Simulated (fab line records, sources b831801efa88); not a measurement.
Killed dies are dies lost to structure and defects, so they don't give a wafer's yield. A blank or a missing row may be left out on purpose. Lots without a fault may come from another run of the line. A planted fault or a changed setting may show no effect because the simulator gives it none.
fab line records | flow gf180mcu
record lots=5 wafers=15 last_day=34
route steps=602 shown V3@432 M4@456
lots that met no fault: from a run of the same line without faults
start_h: hours from the record's first day to the start of the lot's first wafer shown | wait_h: hours since the lot's step before | " the same as in the row above | L1.1+2: a row that stands for several wafers | - no value, or no start given | * or withheld: withheld | < > ~ a bound
route shown NAME@n: a module of which the file shows steps, and the number in the route of the first | usual: mean/standard deviation of fault-free wafers | same: alike in all rows | chamber/n: place in a boat | sites: the reading at each site | _std_site: their standard deviation | _edge_site: outer sites' mean less inner sites' | radius_mm: how far each site lies from the wafer's centre | mask NAME#n: copy n | behind: the tool/chamber that last shaped the wafer | hold: why the lot was held/for how many hours/how that ended | device: the transistor (n, p or np) that didn't switch | end of line: the same wafers' tests at the end of the route | a step without rows: its recipe alone | killed: dies lost to structure and defects at the first sort, not the wafer's yield | map: a wafer's dies, x killed, . not, _ none there
set.NAME: the setting as run; set.NAME@STEP: as run at that earlier step | model.NAME: the simulator's own value behind a step, which no gauge read
lots at some steps of the route; a table a step, a row a wafer
services: from which hour (start_h, from the record's first day; less than 0 if before it) a tool's chamber was out of use, for how many hours, and why
## steps
# step GF_V3_THK_MEAS_03
# recipe reads=SiO2_of_V3_CVD_02
# usual V3_CVD_02_THK=846/12
# columns lot.wafer tool chamber start_h wait_h V3_CVD_02_THK[nm]
L076.3 film_metro-04 - 504.80 0.1 849
L076.5 " - " " 852
L076.6 " - " " 836
L086.1 film_metro-01 - 580.17 0.0 849
L086.3 " - " " 843
L086.4 " - " " 854
L087.1 film_metro-01 - 591.53 0.0 845
L087.3 " - " " 833
L087.6 " - " " 856
L092.2 film_metro-03 - 633.54 0.0 837
L092.3 " - " " 839
L092.6 " - " " 855
L097.2 film_metro-03 - 670.87 0.0 842
L097.3 " - " " 827
L097.6 " - " " 831
# step GF_V3_CMP_04
# recipe material=SiO2 down_force_psi=4 platen_rpm=60 pad_velocity_m_s=0.94248
# usual head_pressure_psi=3.998/0.0098 motor_current_A=11.7/0.76 time_to_endpoint_s=80/7.3
# columns lot.wafer tool chamber start_h wait_h head_pressure_psi motor_current_A time_to_endpoint_s
L076.3 cmp-02 0 504.99 0.2 3.995 13.3 78
L076.5 " 1 " " 3.992 11.8 82
L076.6 " 2 " " 4.000 10.7 80
L086.4 cmp-02 0 580.23 0.0 4.003 13.0 83
L086.3 " 1 " " 4.000 12.0 83
L086.1 " 3 " " 3.989 11.4 84
L087.1 cmp-02 3 591.59 0.1 3.998 11.4 87
L087.3 " 2 " " 3.984 10.3 85
L087.6 " 0 " " 4.000 12.1 88
L092.3 cmp-01 1 633.84 0.3 4.001 12.7 69
L092.2 " 3 " " 4.000 11.5 70
L092.6 " 0 " " 4.004 11.8 78
L097.2 cmp-02 1 670.92 0.0 4.008 10.9 81
L097.3 " 2 " " 4.007 10.5 80
L097.6 " 2 " " 4.007 10.4 83
# step GF_V3_BOW_MEAS_05
# recipe mode=bow
# usual V3_BOW=117/8.8
# columns lot.wafer tool chamber start_h wait_h V3_BOW[um]
L076.3 film_metro-03 - 505.18 0.1 123
L076.5 " - " " 137
L076.6 " - " " 119
L086.1 film_metro-01 - 580.53 0.1 122
L086.3 " - " " 112
L086.4 " - " " 120
L087.1 film_metro-03 - 591.89 0.2 115
L087.3 " - " " 104
L087.6 " - " " 118
L092.2 film_metro-01 - 634.11 0.1 115
L092.3 " - " " 102
L092.6 " - " " 110
L097.2 film_metro-03 - 671.24 0.3 119
L097.3 " - " " 116
L097.6 " - " " 127
# step GF_V3_DEHYDRATE_06
# recipe temp_c=200 time_s=60
# columns lot.wafer tool chamber start_h wait_h
L076.3+5+6 litho_track-04 0 516.43 11.2
L086.1+3+4 litho_track-02 0 590.50 10.0
L087.1+3+6 litho_track-03 0 602.22 10.3
L092.2+3+6 litho_track-04 0 643.65 9.5
L097.2+3+6 litho_track-02 0 679.88 8.6
# step GF_V3_HMDS_07
# recipe prime_time_s=60 prime_temp_c=120
# columns lot.wafer tool chamber start_h wait_h
L076.3+5+6 litho_track-04 0 516.58 0.1
L086.1+3+4 litho_track-02 0 590.65 0.1
L087.1+3+6 litho_track-03 0 602.37 0.1
L092.2+3+6 litho_track-04 0 643.80 0.1
L097.2+3+6 litho_track-02 0 680.03 0.1
# step GF_V3_COAT_08
# recipe resist=BARC temp_c=withheld time_s=withheld spin_rpm=withheld resist_thk_nm=withheld
# columns lot.wafer tool chamber start_h wait_h
L076.3+5+6 litho_track-04 0 516.73 0.1
L086.1+3+4 litho_track-02 0 590.80 0.1
L087.1+3+6 litho_track-03 0 602.52 0.1
L092.2+3+6 litho_track-04 0 643.95 0.1
L097.2+3+6 litho_track-02 0 680.18 0.1
# step GF_V3_COAT_09
# recipe resist=KrF spin_rpm=withheld resist_thk_nm=1000
# columns lot.wafer tool chamber start_h wait_h
L076.3+5+6 litho_track-04 0 - -
L086.1+3+4 litho_track-02 0 - -
L087.1+3+6 litho_track-03 0 - -
L092.2+3+6 litho_track-04 0 - -
L097.2+3+6 litho_track-02 0 - -
# step GF_V3_SOFTBAKE_10
# recipe temp_c=130 time_s=60 resist=KrF
# columns lot.wafer tool chamber start_h wait_h
L076.3+5+6 litho_track-04 0 - -
L086.1+3+4 litho_track-02 0 - -
L087.1+3+6 litho_track-03 0 - -
L092.2+3+6 litho_track-04 0 - -
L097.2+3+6 litho_track-02 0 - -
# step GF_V3_EXPOSE_11
# recipe mask_id=Via3 target_cd_nm=260 na=0.68 source_shape=conventional sigma_outer=0.6 dose_mj=38
# usual exposure_dose_mJ_cm2=37.99/0.045
# columns lot.wafer tool chamber start_h wait_h mask exposure_dose_mJ_cm2
L076.3 krf_scanner-02 0 - - Via3#0 37.93
L076.5 " 0 " " Via3#0 37.95
L076.6 " 0 " " Via3#0 37.94
L086.1 krf_scanner-02 0 - - Via3#0 37.97
L086.3 " 0 " " Via3#0 37.97
L086.4 " 0 " " Via3#0 37.98
L087.1 krf_scanner-01 0 - - Via3#0 38.00
L087.3 " 0 " " Via3#0 38.05
L087.6 " 0 " " Via3#0 38.01
L092.2 krf_scanner-01 0 - - Via3#0 37.98
L092.3 " 0 " " Via3#0 38.02
L092.6 " 0 " " Via3#0 38.00
L097.2 krf_scanner-01 0 - - Via3#0 38.03
L097.3 " 0 " " Via3#0 38.07
L097.6 " 0 " " Via3#0 38.03
# step GF_V3_PEB_12
# recipe peb_temp_c=135 peb_time_s=90 resist=KrF
# columns lot.wafer tool chamber start_h wait_h
L076.3+5+6 litho_track-03 0 - -
L086.1+3+4 litho_track-04 0 - -
L087.1+3+6 litho_track-03 0 - -
L092.2+3+6 litho_track-02 0 - -
L097.2+3+6 litho_track-02 0 - -
# step GF_V3_DEVELOP_13
# recipe develop_time_s=60 resist=KrF dev_temp_c=21
# usual developer_temp_C=21.02/0.1
# same develop_time_s=60
# columns lot.wafer tool chamber start_h wait_h developer_temp_C
L076.3 litho_track-03 0 528.27 0.1 20.96
L076.5 " 0 " " 20.98
L076.6 " 0 " " 20.94
L086.1 litho_track-04 0 601.88 0.2 20.91
L086.3 " 0 " " 21.11
L086.4 " 0 " " 20.87
L087.1 litho_track-03 0 613.37 0.2 21.03
L087.3 " 0 " " 21.00
L087.6 " 0 " " 21.07
L092.2 litho_track-02 0 654.48 0.2 21.05
L092.3 " 0 " " 21.23
L092.6 " 0 " " 21.19
L097.2 litho_track-02 0 689.98 0.2 21.00
L097.3 " 0 " " 21.02
L097.6 " 0 " " 21.06
# step GF_V3_CD_MEAS_14
# recipe target_cd_nm=260
# usual cd_nm=260.2/1.2
# columns lot.wafer tool chamber start_h wait_h cd_nm
L076.3 cd_sem-01 - 528.48 0.2 258.1
L076.5 " - " " 258.5
L076.6 " - " " 258.8
L086.1 cd_sem-02 - 602.03 0.1 260.7
L086.3 " - " " 260.1
L086.4 " - " " 260.2
L087.1 cd_sem-01 - 613.52 0.1 260.2
L087.3 " - " " 262.5
L087.6 " - " " 260.1
L092.2 cd_sem-01 - 654.62 0.1 259.0
L092.3 " - " " 259.6
L092.6 " - " " 260.5
L097.2 cd_sem-02 - 690.12 0.1 260.3
L097.3 " - " " 260.9
L097.6 " - " " 259.6
# step GF_V3_OVL_MEAS_15
# usual V3_OVL=-3/6.2
# columns lot.wafer tool chamber start_h wait_h V3_OVL[nm]
L076.3 overlay-01 - 528.57 0.1 -1
L076.5 " - " " 0
L076.6 " - " " 3
L086.1 overlay-01 - 602.15 0.1 -12
L086.3 " - " " -9
L086.4 " - " " -10
L087.1 overlay-01 - 613.64 0.1 -12
L087.3 " - " " -10
L087.6 " - " " -10
L092.2 overlay-02 - 654.73 0.1 -5
L092.3 " - " " -6
L092.6 " - " " 3
L097.2 overlay-02 - 690.23 0.1 -1
L097.3 " - " " -5
L097.6 " - " " -8
# step GF_V3_ETCH_16
# recipe chemistry=N2/H2 target_depth_a=withheld overetch_a=withheld time_s=withheld target=BARC ion_energy_ev=200 source_w=500 bias_w=100 pressure_mtorr=30 n2_flow_sccm=100 h2_flow_sccm=200
# usual drypump_motor_current_A=5.2/0.51 oes_product_au=0.855/0.0052 throttle_valve_pct=13.226/0.0094
# columns lot.wafer tool chamber start_h wait_h drypump_motor_current_A oes_product_au throttle_valve_pct
L076.3 rie_diel-04 2 528.59 0.0 4.7 0.851 13.232
L076.5 " 3 " " 4.7 0.854 13.241
L076.6 " 2 " " 4.7 0.853 13.226
L086.1 rie_diel-01 1 602.19 0.0 5.2 0.858 13.205
L086.3 " 0 " " 6.1 0.849 13.233
L086.4 " 0 " " 6.2 0.850 13.223
L087.1 rie_diel-04 3 613.68 0.0 4.7 0.863 13.221
L087.3 " 2 " " 4.7 0.859 13.241
L087.6 " 3 " " 4.7 0.854 13.224
L092.2 rie_diel-01 3 654.76 0.0 5.7 0.861 13.232
L092.3 " 2 " " 5.5 0.849 13.213
L092.6 " 2 " " 5.5 0.863 13.229
L097.2 rie_diel-02 0 690.26 0.0 4.7 0.851 13.244
L097.3 " 1 " " 4.9 0.856 13.205
L097.6 " 2 " " 5.3 0.848 13.230
# step GF_V3_ETCH_17
# recipe chemistry=C4F8/O2/Ar mask_material=KrF target=SiO2 stop_on=TiN source_w=1500 bias_w=1200 pressure_mtorr=40 c4f8_flow_sccm=withheld O2_flow_sccm=6 Ar_flow_sccm=300 time_s=withheld target_depth_a=6350
# usual oes_product_au=0.856/0.0047
# columns lot.wafer tool chamber start_h wait_h oes_product_au
L076.3 rie_diel-04 2 - - 0.863
L076.5 " 3 " " 0.855
L076.6 " 2 " " 0.854
L086.1 rie_diel-01 1 - - 0.850
L086.3 " 0 " " 0.855
L086.4 " 0 " " 0.863
L087.1 rie_diel-04 3 - - 0.866
L087.3 " 2 " " 0.856
L087.6 " 3 " " 0.858
L092.2 rie_diel-01 3 - - 0.856
L092.3 " 2 " " 0.845
L092.6 " 2 " " 0.853
L097.2 rie_diel-02 0 - - 0.862
L097.3 " 1 " " 0.848
L097.6 " 2 " " 0.858
# step GF_V3_STRIP_18
# recipe chemistry=O2/N2 power_w=1400 pressure_mtorr=1500 platen_temp_c=250 o2_flow_sccm=3000 n2_flow_sccm=300 overash_fraction=0.5
# usual drypump_motor_current_A=5.6/0.37 heater_power_w=327/25 o2_flow_sccm=3000/8.6 oes_product_au=0.592/0.0048
# columns lot.wafer tool chamber start_h wait_h drypump_motor_current_A heater_power_w o2_flow_sccm oes_product_au rf_hours_counter_h
L076.3 plasma_asher-04 1 528.76 - 6.0 336 3001 0.588 -
L076.5 " 1 " " 6.0 348 3002 0.593 -
L076.6 " 0 " " 5.8 306 3000 0.594 -
L086.1 plasma_asher-03 0 602.31 - 5.8 341 2994 0.586 93
L086.3 " 0 " " 5.8 343 3007 0.590 -
L086.4 " 1 " " 5.0 293 2976 0.594 -
L087.1 plasma_asher-01 1 613.81 - 5.0 304 3014 0.599 84
L087.3 " 0 " " 5.6 378 3002 0.587 -
L087.6 " 0 " " 5.6 363 2999 0.593 -
L092.2 plasma_asher-04 0 654.89 - 5.8 310 3007 0.599 24
L092.3 " 1 " " 6.0 337 3001 0.586 -
L092.6 " 0 " " 5.8 311 2992 0.586 -
L097.2 plasma_asher-04 0 690.39 - 5.8 314 3014 0.604 27
L097.3 " 1 " " 5.9 345 2981 0.595 -
L097.6 " 0 " " 5.8 309 3007 0.591 -
# step GF_V3_STRIP_19
# recipe chemistry=post_etch_residue_remover time_s=1200 temp_c=72.5
# columns lot.wafer tool chamber start_h wait_h
L076.3+5+6 wet_bench-02 2 528.82 0.0
L086.1+3+4 wet_bench-04 2 602.41 0.1
L087.1+3+6 wet_bench-02 1 613.91 0.1
L092.2+3+6 wet_bench-02 3 654.99 0.1
L097.2+3+6 wet_bench-02 0 690.49 0.1
# step GF_V3_CLEAN_20
# recipe chemistry=DIW dry=n2_spin
# columns lot.wafer tool chamber start_h wait_h
L076.3+5+6 wet_bench-04 0 529.19 0.0
L086.1+3+4 wet_bench-02 3 602.76 0.0
L087.1+3+6 wet_bench-01 0 614.25 0.0
L092.2+3+6 wet_bench-02 3 655.67 0.0
L097.2+3+6 wet_bench-01 1 690.89 0.0
# step GF_V3_SPUTTER_21
# recipe material=Ti target_thk_nm=15 chamber_pressure_pa=5 power_w=2500 substrate_temp_c=200 time_s=80.02
# usual throttle_valve_pct=29.8/1
# columns lot.wafer tool chamber start_h wait_h throttle_valve_pct
L076.3 pvd_sputter-01 - 529.29 0.0 28.5
L076.5 " - " " 28.9
L076.6 " - " " 29.4
L086.1 pvd_sputter-01 - 602.86 0.0 31.0
L086.3 " - " " 29.3
L086.4 " - " " 28.7
L087.1 pvd_sputter-01 - 614.34 0.0 31.1
L087.3 " - " " 29.9
L087.6 " - " " 28.6
L092.2 pvd_sputter-03 - 655.86 0.0 28.4
L092.3 " - " " 32.1
L092.6 " - " " 29.1
L097.2 pvd_sputter-01 - 690.99 0.0 29.7
L097.3 " - " " 30.8
L097.6 " - " " 29.3
# step GF_V3_SPUTTER_22
# recipe material=TiN target_thk_nm=10 chamber_pressure_pa=5 power_w=4000 time_s=40
# usual throttle_valve_pct=29.8/1
# columns lot.wafer tool chamber start_h wait_h throttle_valve_pct
L076.3 pvd_sputter-01 - 529.35 0.0 28.7
L076.5 " - " " 28.7
L076.6 " - " " 29.8
L086.1 pvd_sputter-01 - 602.92 0.0 31.1
L086.3 " - " " 29.7
L086.4 " - " " 28.5
L087.1 pvd_sputter-01 - 614.40 0.0 30.9
L087.3 " - " " 29.7
L087.6 " - " " 28.6
L092.2 pvd_sputter-03 - 655.92 0.0 28.5
L092.3 " - " " 31.9
L092.6 " - " " 28.7
L097.2 pvd_sputter-01 - 691.05 0.0 29.4
L097.3 " - " " 31.0
L097.6 " - " " 29.5
# step GF_V3_CVD_23
# recipe material=W target_thk_nm=350 time_s=104.9 temp_c=400 pressure_torr=40
# usual heater_power_w=835/77
# columns lot.wafer tool chamber start_h wait_h heater_power_w
L076.3 cvd_w-01 1 529.42 0.1 796
L076.5 " 0 " " 928
L076.6 " 1 " " 765
L086.1 cvd_w-01 1 602.96 0.0 772
L086.3 " 0 " " 904
L086.4 " 1 " " 792
L087.1 cvd_w-02 0 614.44 0.0 746
L087.3 " 0 " " 754
L087.6 " 0 " " 757
L092.2 cvd_w-01 0 655.99 0.1 933
L092.3 " 0 " " 936
L092.6 " 0 " " 919
L097.2 cvd_w-01 1 691.09 0.0 786
L097.3 " 0 " " 912
L097.6 " 1 " " 799
# step GF_V3_RS_MEAS_24
# recipe thk_meas_gauge=four-point-probe reads=W_of_V3_CVD_23+TiN_of_V3_SPUTTER_22+Ti_of_V3_SPUTTER_21
# usual V3_W_RS=0.329/0.0049
# columns lot.wafer tool chamber start_h wait_h V3_W_RS[ohm/sq]
L076.3 film_metro-01 - 529.54 0.1 0.332
L076.5 " - " " 0.326
L076.6 " - " " 0.328
L086.1 film_metro-01 - 603.07 0.1 0.338
L086.3 " - " " 0.323
L086.4 " - " " 0.338
L087.1 film_metro-01 - 614.55 0.1 0.335
L087.3 " - " " 0.332
L087.6 " - " " 0.336
L092.2 film_metro-03 - 656.20 0.2 0.327
L092.3 " - " " 0.326
L092.6 " - " " 0.325
L097.2 film_metro-01 - 691.22 0.1 0.328
L097.3 " - " " 0.325
L097.6 " - " " 0.330
# step GF_V3_THK_MEAS_25
# recipe thk_meas_gauge=xrf reads=W_of_V3_CVD_23
# usual V3_W_THK=346/6
# columns lot.wafer tool chamber start_h wait_h V3_W_THK[nm]
L076.3 film_metro-01 - 529.64 0.1 349
L076.5 " - " " 353
L076.6 " - " " 351
L086.1 film_metro-01 - 603.19 0.1 340
L086.3 " - " " 359
L086.4 " - " " 340
L087.1 film_metro-01 - 614.67 0.1 344
L087.3 " - " " 346
L087.6 " - " " 342
L092.2 film_metro-03 - 656.31 0.1 343
L092.3 " - " " 346
L092.6 " - " " 344
L097.2 film_metro-01 - 691.33 0.1 348
L097.3 " - " " 351
L097.6 " - " " 347
# step GF_V3_CMP_26
# recipe stop_on=SiO2 down_force_psi=3.5 platen_rpm=60 t_overpolish_s=15 target_thk_nm=0 pad_velocity_m_s=0.94248
# usual head_pressure_psi=3.500/0.008 motor_current_A=10.7/0.66 overpolish_run_s=15.001/0.0083 time_to_endpoint_s=83/5.3
# columns lot.wafer tool chamber start_h wait_h head_pressure_psi motor_current_A overpolish_run_s time_to_endpoint_s
L076.3 cmp-02 3 529.78 0.1 3.492 10.6 15.002 85
L076.5 " 1 " " 3.508 10.1 15.005 89
L076.6 " 2 " " 3.510 9.6 15.014 92
L086.4 cmp-02 2 603.30 0.1 3.497 9.9 14.993 88
L086.1 " 3 " " 3.501 10.5 14.990 87
L086.3 " 0 " " 3.495 11.9 15.003 90
L087.1 cmp-01 1 614.73 0.1 3.491 11.4 15.001 77
L087.3 " 3 " " 3.496 10.9 14.998 80
L087.6 " 1 " " 3.486 11.4 14.985 77
L092.2 cmp-01 0 656.36 0.0 3.507 11.3 15.003 85
L092.3 " 1 " " 3.484 11.2 15.022 85
L092.6 " 1 " " 3.499 11.4 15.007 82
L097.3 cmp-02 1 691.43 0.1 3.496 11.4 15.009 88
L097.2 " 3 " " 3.500 10.9 14.995 87
L097.6 " 0 " " 3.500 11.6 14.995 86
# step GF_M4_SPUTTER_00
# recipe material=Ti target_thk_nm=37.5 arriving_ion_energy_ev=80 substrate_temp_c=200 chamber_pressure_pa=2 power_w=4000 time_s=150
# usual throttle_valve_pct=30.1/1.1
# columns lot.wafer tool chamber start_h wait_h throttle_valve_pct
L076.3 pvd_sputter-03 - 529.98 0.1 28.6
L076.5 " - " " 28.6
L076.6 " - " " 28.7
L086.1 pvd_sputter-02 - 603.55 0.1 30.4
L086.3 " - " " 29.0
L086.4 " - " " 31.1
L087.1 pvd_sputter-02 - 615.03 0.2 30.1
L087.3 " - " " 30.7
L087.6 " - " " 30.3
L092.2 pvd_sputter-03 - 656.66 0.2 30.7
L092.3 " - " " 31.8
L092.6 " - " " 30.5
L097.2 pvd_sputter-03 - 691.68 0.1 28.6
L097.3 " - " " 32.1
L097.6 " - " " 31.7
# step GF_M4_SPUTTER_01
# recipe material=TiN target_thk_nm=30 power_w=6500 time_s=25 chamber_pressure_pa=0.4
# usual throttle_valve_pct=30.1/1.1
# columns lot.wafer tool chamber start_h wait_h throttle_valve_pct
L076.3 pvd_sputter-03 - 530.08 0.1 28.9
L076.5 " - " " 28.8
L076.6 " - " " 29.0
L086.1 pvd_sputter-02 - 603.65 0.1 30.4
L086.3 " - " " 28.6
L086.4 " - " " 31.2
L087.1 pvd_sputter-02 - 615.13 0.1 30.4
L087.3 " - " " 30.6
L087.6 " - " " 30.5
L092.2 pvd_sputter-03 - 656.76 0.1 30.8
L092.3 " - " " 32.2
L092.6 " - " " 30.7
L097.2 pvd_sputter-03 - 691.78 0.1 28.7
L097.3 " - " " 32.1
L097.6 " - " " 32.1
# step GF_M4_SPUTTER_02
# recipe material=AlCu target_thk_nm=450 power_w=10600 time_s=23.9 chamber_pressure_pa=0.4
# usual throttle_valve_pct=30.1/1.1
# columns lot.wafer tool chamber start_h wait_h throttle_valve_pct
L076.3 pvd_sputter-03 - 530.11 0.0 28.6
L076.5 " - " " 28.4
L076.6 " - " " 28.9
L086.1 pvd_sputter-02 - 603.68 0.0 30.4
L086.3 " - " " 28.9
L086.4 " - " " 31.4
L087.1 pvd_sputter-02 - 615.16 0.0 30.3
L087.3 " - " " 30.4
L087.6 " - " " 30.3
L092.2 pvd_sputter-03 - 656.79 0.0 30.6
L092.3 " - " " 32.1
L092.6 " - " " 30.7
L097.2 pvd_sputter-03 - 691.81 0.0 28.3
L097.3 " - " " 32.1
L097.6 " - " " 32.3
# step GF_M4_SPUTTER_03
# recipe material=Ti target_thk_nm=10 substrate_temp_c=300 chamber_pressure_pa=0.3 power_w=3000 time_s=6.7
# usual throttle_valve_pct=30.1/1.1
# columns lot.wafer tool chamber start_h wait_h throttle_valve_pct
L076.3 pvd_sputter-03 - 530.14 0.0 28.9
L076.5 " - " " 28.7
L076.6 " - " " 28.8
L086.1 pvd_sputter-02 - 603.71 0.0 30.5
L086.3 " - " " 29.0
L086.4 " - " " 31.1
L087.1 pvd_sputter-02 - 615.19 0.0 30.3
L087.3 " - " " 30.6
L087.6 " - " " 30.5
L092.2 pvd_sputter-03 - 656.82 0.0 30.6
L092.3 " - " " 31.9
L092.6 " - " " 30.7
L097.2 pvd_sputter-03 - 691.84 0.0 28.8
L097.3 " - " " 31.7
L097.6 " - " " 32.4
# step GF_M4_SPUTTER_04
# recipe material=TiN target_thk_nm=50 power_w=6500 time_s=41.7 chamber_pressure_pa=0.4
# usual throttle_valve_pct=30.1/1.1
# columns lot.wafer tool chamber start_h wait_h throttle_valve_pct
L076.3 pvd_sputter-03 - 530.16 0.0 28.4
L076.5 " - " " 28.6
L076.6 " - " " 29.1
L086.1 pvd_sputter-02 - 603.73 0.0 30.5
L086.3 " - " " 28.8
L086.4 " - " " 31.3
L087.1 pvd_sputter-02 - 615.21 0.0 30.5
L087.3 " - " " 30.8
L087.6 " - " " 30.4
L092.2 pvd_sputter-03 - 656.84 0.0 30.7
L092.3 " - " " 32.0
L092.6 " - " " 30.8
L097.2 pvd_sputter-03 - 691.86 0.0 28.8
L097.3 " - " " 32.3
L097.6 " - " " 32.1
# step GF_M4_RS_MEAS_05
# recipe thk_meas_gauge=four-point-probe reads=TiN_of_M4_SPUTTER_04+Ti_of_M4_SPUTTER_03+AlCu_of_M4_SPUTTER_02+TiN_of_M4_SPUTTER_01+Ti_of_M4_SPUTTER_00
# usual M4_ALCU_RS=0.0700/0.00095
# columns lot.wafer tool chamber start_h wait_h M4_ALCU_RS[ohm/sq]
L076.3 film_metro-01 - 530.24 0.1 0.0689
L076.5 " - " " 0.0691
L076.6 " - " " 0.0685
L086.1 film_metro-01 - 603.77 0.0 0.0712
L086.3 " - " " 0.0687
L086.4 " - " " 0.0687
L087.1 film_metro-02 - 615.25 0.0 0.0703
L087.3 " - " " 0.0696
L087.6 " - " " 0.0701
L092.2 film_metro-03 - 656.90 0.0 0.0714
L092.3 " - " " 0.0716
L092.6 " - " " 0.0719
L097.2 film_metro-01 - 691.92 0.0 0.0699
L097.3 " - " " 0.0710
L097.6 " - " " 0.0711
# step GF_M4_THK_MEAS_06
# recipe thk_meas_gauge=xrf reads=AlCu_of_M4_SPUTTER_02
# usual M4_ALCU_THK=445/7.1
# columns lot.wafer tool chamber start_h wait_h M4_ALCU_THK[nm]
L076.3 film_metro-01 - 530.34 0.1 452
L076.5 " - " " 448
L076.6 " - " " 454
L086.1 film_metro-01 - 603.89 0.1 440
L086.3 " - " " 456
L086.4 " - " " 457
L087.1 film_metro-02 - 615.37 0.1 446
L087.3 " - " " 450
L087.6 " - " " 446
L092.2 film_metro-03 - 657.01 0.1 429
L092.3 " - " " 427
L092.6 " - " " 426
L097.2 film_metro-01 - 692.03 0.1 451
L097.3 " - " " 444
L097.6 " - " " 443
# step GF_M4_DEHYDRATE_07
# recipe temp_c=200 time_s=60
# columns lot.wafer tool chamber start_h wait_h
L076.3+5+6 litho_track-03 0 541.27 10.9
L086.1+3+4 litho_track-01 0 613.69 9.8
L087.1+3+6 litho_track-02 0 625.10 9.7
L092.2+3+6 litho_track-03 0 665.90 8.9
L097.2+3+6 litho_track-03 0 700.40 8.4
# step GF_M4_HMDS_08
# recipe prime_time_s=60 prime_temp_c=120
# columns lot.wafer tool chamber start_h wait_h
L076.3+5+6 litho_track-03 0 541.42 0.1
L086.1+3+4 litho_track-01 0 613.84 0.1
L087.1+3+6 litho_track-02 0 625.25 0.1
L092.2+3+6 litho_track-03 0 666.05 0.1
L097.2+3+6 litho_track-03 0 700.55 0.1
# step GF_M4_COAT_09
# recipe resist=KrF spin_rpm=withheld resist_thk_nm=1000
# columns lot.wafer tool chamber start_h wait_h
L076.3+5+6 litho_track-03 0 541.57 0.1
L086.1+3+4 litho_track-01 0 613.99 0.1
L087.1+3+6 litho_track-02 0 625.40 0.1
L092.2+3+6 litho_track-03 0 666.20 0.1
L097.2+3+6 litho_track-03 0 700.70 0.1
# step GF_M4_SOFTBAKE_10
# recipe temp_c=130 time_s=60 resist=KrF
# columns lot.wafer tool chamber start_h wait_h
L076.3+5+6 litho_track-03 0 541.72 0.1
L086.1+3+4 litho_track-01 0 614.14 0.1
L087.1+3+6 litho_track-02 0 625.55 0.1
L092.2+3+6 litho_track-03 0 666.35 0.1
L097.2+3+6 litho_track-03 0 700.85 0.1
# step GF_M4_EXPOSE_11
# recipe mask_id=Metal4 target_cd_nm=280 na=0.68 source_shape=conventional sigma_outer=0.6 dose_mj=28
# usual exposure_dose_mJ_cm2=27.98/0.04
# columns lot.wafer tool chamber start_h wait_h mask exposure_dose_mJ_cm2
L076.3 krf_scanner-01 0 - - Metal4#0 27.99
L076.5 " 0 " " Metal4#0 27.98
L076.6 " 0 " " Metal4#0 28.00
L086.1 krf_scanner-02 0 - - Metal4#0 27.94
L086.3 " 0 " " Metal4#0 27.96
L086.4 " 0 " " Metal4#0 27.97
L087.1 krf_scanner-02 0 - - Metal4#0 27.89
L087.3 " 0 " " Metal4#0 27.95
L087.6 " 0 " " Metal4#0 27.90
L092.2 krf_scanner-01 0 - - Metal4#0 28.04
L092.3 " 0 " " Metal4#0 28.02
L092.6 " 0 " " Metal4#0 28.02
L097.2 krf_scanner-02 0 - - Metal4#0 27.96
L097.3 " 0 " " Metal4#0 27.95
L097.6 " 0 " " Metal4#0 27.96
# step GF_M4_PEB_12
# recipe peb_temp_c=135 peb_time_s=90 resist=KrF
# columns lot.wafer tool chamber start_h wait_h
L076.3+5+6 litho_track-01 0 - -
L086.1+3+4 litho_track-02 0 - -
L087.1+3+6 litho_track-01 0 - -
L092.2+3+6 litho_track-02 0 - -
L097.2+3+6 litho_track-03 0 - -
# step GF_M4_DEVELOP_13
# recipe develop_time_s=60 dev_temp_c=21
# usual developer_temp_C=21.04/0.089
# same develop_time_s=60
# columns lot.wafer tool chamber start_h wait_h developer_temp_C
L076.3 litho_track-01 0 552.85 0.1 21.07
L076.5 " 0 " " 21.05
L076.6 " 0 " " 21.01
L086.1 litho_track-02 0 624.20 0.2 21.01
L086.3 " 0 " " 21.02
L086.4 " 0 " " 21.21
L087.1 litho_track-01 0 634.89 0.2 21.00
L087.3 " 0 " " 21.07
L087.6 " 0 " " 21.03
L092.2 litho_track-02 0 675.98 0.2 20.95
L092.3 " 0 " " 21.03
L092.6 " 0 " " 20.99
L097.2 litho_track-03 0 709.70 0.2 20.90
L097.3 " 0 " " 20.89
L097.6 " 0 " " 20.87
# step GF_M4_CD_MEAS_14
# recipe target_cd_nm=280
# usual cd_nm=279.9/1.4
# columns lot.wafer tool chamber start_h wait_h cd_nm
L076.3 cd_sem-02 - 552.99 0.1 281.7
L076.5 " - " " 281.2
L076.6 " - " " 280.4
L086.1 cd_sem-02 - 624.35 0.1 279.3
L086.3 " - " " 279.1
L086.4 " - " " 279.5
L087.1 cd_sem-02 - 635.04 0.1 279.6
L087.3 " - " " 278.0
L087.6 " - " " 280.0
L092.2 cd_sem-01 - 676.12 0.1 280.0
L092.3 " - " " 280.6
L092.6 " - " " 279.7
L097.2 cd_sem-02 - 709.84 0.1 279.1
L097.3 " - " " 279.3
L097.6 " - " " 278.2
# step GF_M4_OVL_MEAS_15
# usual M4_OVL=-1/5.8
# columns lot.wafer tool chamber start_h wait_h M4_OVL[nm]
L076.3 overlay-01 - 553.08 0.1 3
L076.5 " - " " -3
L076.6 " - " " -8
L086.1 overlay-02 - 624.47 0.1 -3
L086.3 " - " " -4
L086.4 " - " " -9
L087.1 overlay-02 - 635.16 0.1 -4
L087.3 " - " " 4
L087.6 " - " " 3
L092.2 overlay-02 - 676.23 0.1 -5
L092.3 " - " " -2
L092.6 " - " " -2
L097.2 overlay-01 - 709.95 0.1 7
L097.3 " - " " 1
L097.6 " - " " 5
## services
# columns tool chamber start_h hours kind
pvd_sputter-02 - 488.11 0.9 repair
krf_scanner-02 - 489.54 1.3 pm
cmp-02 - 490.37 0.4 repair
rie_diel-04 3 497.06 9.8 repair
krf_scanner-01 - 504.77 1.4 repair
cmp-02 - 511.99 0.8 repair
cmp-02 - 515.82 0.3 repair
pvd_sputter-01 - 530.51 1.1 repair
pvd_sputter-03 - 536.83 2.3 repair
rie_diel-04 - 543.17 2.8 pm
krf_scanner-01 - 547.59 1.0 pm
rie_diel-01 - 564.48 2.8 pm
pvd_sputter-03 - 588.24 3.9 repair
cvd_w-01 0 592.85 2.8 repair
cmp-02 - 600.53 1.2 repair
krf_scanner-02 - 615.12 0.8 pm
cmp-02 - 624.68 5.9 pm
krf_scanner-01 - 638.71 0.8 pm
krf_scanner-02 - 648.10 1.0 pm
krf_scanner-01 - 651.05 1.3 pm
krf_scanner-02 - 665.44 1.3 pm
krf_scanner-02 - 667.28 3.6 pm
wet_bench-02 - 695.81 1.5 repair
pvd_sputter-02 - 707.87 1.2 repair
## key
fault none
